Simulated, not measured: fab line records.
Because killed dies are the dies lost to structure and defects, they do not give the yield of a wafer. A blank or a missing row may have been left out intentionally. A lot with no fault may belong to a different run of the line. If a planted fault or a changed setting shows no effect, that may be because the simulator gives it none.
What tool caused it? + flow sky130 + Sampling: 14 lots, 42 wafers, 4 of 708 route steps

WHAT EACH GAUGE READ, for each wafer
SKY_POLY_GATE_CD_MEAS_13: target cd 150 nm. Usual: cd_nm at 150.3 nm, with a standard deviation of 1.4.
| lot  | measured     | on        | cd_nm (nm)        | flag |
|------|--------------|-----------|-------------------|------|
| L708 | day 16 05:30 | cd_sem-02 | 151.9 150.7 151.2 |      |
| L710 | day 17 00:01 | cd_sem-02 | 150.1 149.7 149.2 |      |
| L711 | day 17 15:38 | cd_sem-01 | 151.0 150.7 149.7 |      |
| L715 | day 19 05:26 | cd_sem-01 | 148.2 148.5 148.2 |      |
| L716 | day 19 10:13 | cd_sem-01 | 152.2 151.8 151.9 |      |
| L719 | day 20 12:11 | cd_sem-02 | 150.0 152.2 150.5 |      |
| L720 | day 21 11:11 | cd_sem-02 | 150.6 149.8 150.2 |      |
| L721 | day 21 16:56 | cd_sem-02 | 149.5 149.6 150.0 |      |
| L723 | day 22 02:10 | cd_sem-01 | 149.1 149.4 149.6 |      |
| L722 | day 22 03:44 | cd_sem-02 | 150.7 150.4 150.0 |      |
| L724 | day 22 11:04 | cd_sem-01 | 149.2 148.0 148.6 |      |
| L725 | day 22 13:58 | cd_sem-02 | 152.2 152.1 152.8 |      |
| L726 | day 23 05:03 | cd_sem-02 | 148.5 148.1 149.8 |      |
| L727 | day 23 07:41 | cd_sem-01 | 153.6 152.1 152.8 |      |

SKY_POLY_GATE_CD_MEAS_22. Usual: cd_nm at 150.4 nm, with a standard deviation of 1.9.
| lot  | measured     | on        | cd_nm (nm)        | flag |
|------|--------------|-----------|-------------------|------|
| L708 | day 16 07:46 | cd_sem-02 | 152.6 152.0 149.4 |      |
| L710 | day 17 02:16 | cd_sem-02 | 148.6 147.5 149.8 |      |
| L711 | day 17 17:39 | cd_sem-01 | 149.8 150.9 150.3 |      |
| L715 | day 19 08:17 | cd_sem-02 | 146.2 150.5 145.6 |      |
| L716 | day 19 13:28 | cd_sem-01 | 150.6 151.4 151.5 |      |
| L719 | day 20 15:01 | cd_sem-02 | 150.2 154.2 148.3 |      |
| L720 | day 21 13:04 | cd_sem-01 | 150.4 153.8 150.7 |      |
| L721 | day 21 18:49 | cd_sem-02 | 151.6 150.0 148.6 |      |
| L723 | day 22 04:04 | cd_sem-02 | 147.3 148.7 149.9 |      |
| L722 | day 22 05:40 | cd_sem-01 | 151.5 152.8 149.7 |      |
| L724 | day 22 12:56 | cd_sem-01 | 149.8 149.3 151.0 |      |
| L725 | day 22 15:49 | cd_sem-02 | 150.8 151.5 155.8 |      |
| L726 | day 23 06:55 | cd_sem-02 | 148.7 148.3 149.4 |      |
| L727 | day 23 09:33 | cd_sem-01 | 154.4 151.2 153.3 |      |

SKY_LDD_P_TW_MEAS_11. Usual: LDD_P_TW 635, standard deviation 3.4.
| lot  | measured     | on            | LDD_P_TW    | flag |
|------|--------------|---------------|-------------|------|
| L708 | day 18 20:31 | film_metro-03 | 635 636 636 |      |
| L710 | day 19 16:17 | film_metro-02 | 633 636 634 |      |
| L711 | day 20 08:11 | film_metro-03 | 639 640 639 |      |
| L715 | day 21 22:23 | film_metro-03 | 636 637 634 |      |
| L716 | day 22 05:08 | film_metro-04 | 635 636 635 |      |
| L719 | day 23 04:44 | film_metro-02 | 635 633 636 |      |
| L720 | day 24 03:59 | film_metro-02 | 631 630 628 |      |
| L721 | day 24 08:07 | film_metro-02 | 633 631 627 |      |
| L723 | day 24 18:58 | film_metro-03 | 638 637 637 |      |
| L722 | day 24 19:47 | film_metro-02 | 628 631 631 |      |
| L724 | day 25 01:53 | film_metro-03 | 639 636 641 |      |
| L725 | day 25 05:10 | film_metro-03 | 638 635 640 |      |
| L726 | day 25 21:22 | film_metro-02 | 629 629 628 |      |
| L727 | day 25 22:46 | film_metro-03 | 638 636 641 |      |

EACH LOT AND THE TOOL THAT RAN IT (in order: tool; ch and the chambers of the sampled wafers; start)
| lot  | SKY_LDD_N_IMPLANT_15            |
|------|---------------------------------|
| L708 | implanter-01 ch 0, day 17 13:45 |
| L710 | implanter-02 ch 0, day 18 08:48 |
| L711 | implanter-03 ch 0, day 19 01:11 |
| L715 | implanter-02 ch 0, day 20 15:44 |
| L716 | implanter-02 ch 0, day 20 21:23 |
| L719 | implanter-02 ch 0, day 21 22:11 |
| L720 | implanter-01 ch 0, day 22 21:04 |
| L721 | implanter-01 ch 0, day 23 01:55 |
| L723 | implanter-01 ch 0, day 23 12:17 |
| L722 | implanter-02 ch 0, day 23 13:10 |
| L724 | implanter-01 ch 0, day 23 19:42 |
| L725 | implanter-02 ch 0, day 23 23:05 |
| L726 | implanter-01 ch 0, day 24 16:17 |
| L727 | implanter-02 ch 0, day 24 17:22 |
- SKY_LDD_N_IMPLANT_15

AS READ BY THE TOOLS THEMSELVES (means over the sampled wafers that have a number; for cases with no such wafer, the mark the record gives instead)
SKY_LDD_N_IMPLANT_15. Usual: dose_ions_cm2 5e+12, standard deviation 5.2e+09; faraday_current_uA 28.2, standard deviation 0.55.
| lot  | tool         | dose_ions_cm2 | faraday_current_uA | flag |
|------|--------------|---------------|--------------------|------|
| L708 | implanter-01 | 5e+12         | 28.5               |      |
| L710 | implanter-02 | 5e+12         | 28.4               |      |
| L711 | implanter-03 | 5e+12         | 28.5               |      |
| L715 | implanter-02 | 5e+12         | 28.1               |      |
| L716 | implanter-02 | 5e+12         | 28.0               |      |
| L719 | implanter-02 | 5e+12         | 28.2               |      |
| L720 | implanter-01 | 5e+12         | 28.4               |      |
| L721 | implanter-01 | 5e+12         | 28.5               |      |
| L723 | implanter-01 | 2e+12         | 14.0               | OFF  |
| L722 | implanter-02 | 5e+12         | 27.7               |      |
| L724 | implanter-01 | 2e+12         | 14.3               | OFF  |
| L725 | implanter-02 | 5e+12         | 28.2               |      |
| L726 | implanter-01 | 2e+12         | 14.2               | OFF  |
| L727 | implanter-02 | 5e+12         | 27.7               |      |

THE ANSWER, worked out from the rows above alone
Rule: lot off if the mean of its wafers having a number is beyond 3 standard deviations from the usual mean. Also off: a lot with no number at a reading for which 4 or more lots have one. All remaining lots with rows at the step are treated as sound. The gauges are gone through in route order, then the tools' own readings, and for those a lot's mean is taken as printed above. The first step at which some lot is off is used, and at that step the reading that is off furthest; a lot without a number counts as furthest.
Off: L723, L724, L726, at SKY_LDD_N_IMPLANT_15 (dose_ions_cm2).
If a tool, at that step or one of the process steps before it, ran each lot that is off and ran no sound lot following the first of them, it fits. One fits: implanter-01 at SKY_LDD_N_IMPLANT_15. Its last sound lot is L721 (day 23 01:55), its first lot that is off L723 (day 23 12:17): a fault that began between those two fits.
The tool's own readings at SKY_LDD_N_IMPLANT_15 bear it out: on the lots that are off they differ by more than 5 times the standard deviation of the sound lots' means. dose_ions_cm2 reads 2e+12 there against 5e+12 on the sound lots; faraday_current_uA reads 14.2 there against 28.2 on the sound lots.

WHAT THE SIMULATOR PUT IN
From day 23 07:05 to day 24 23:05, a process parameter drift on implanter-01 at SKY_LDD_N_IMPLANT_15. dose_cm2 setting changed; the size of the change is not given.
Shown lots that were struck: L723, L724, L726. Same finding as the rule above.
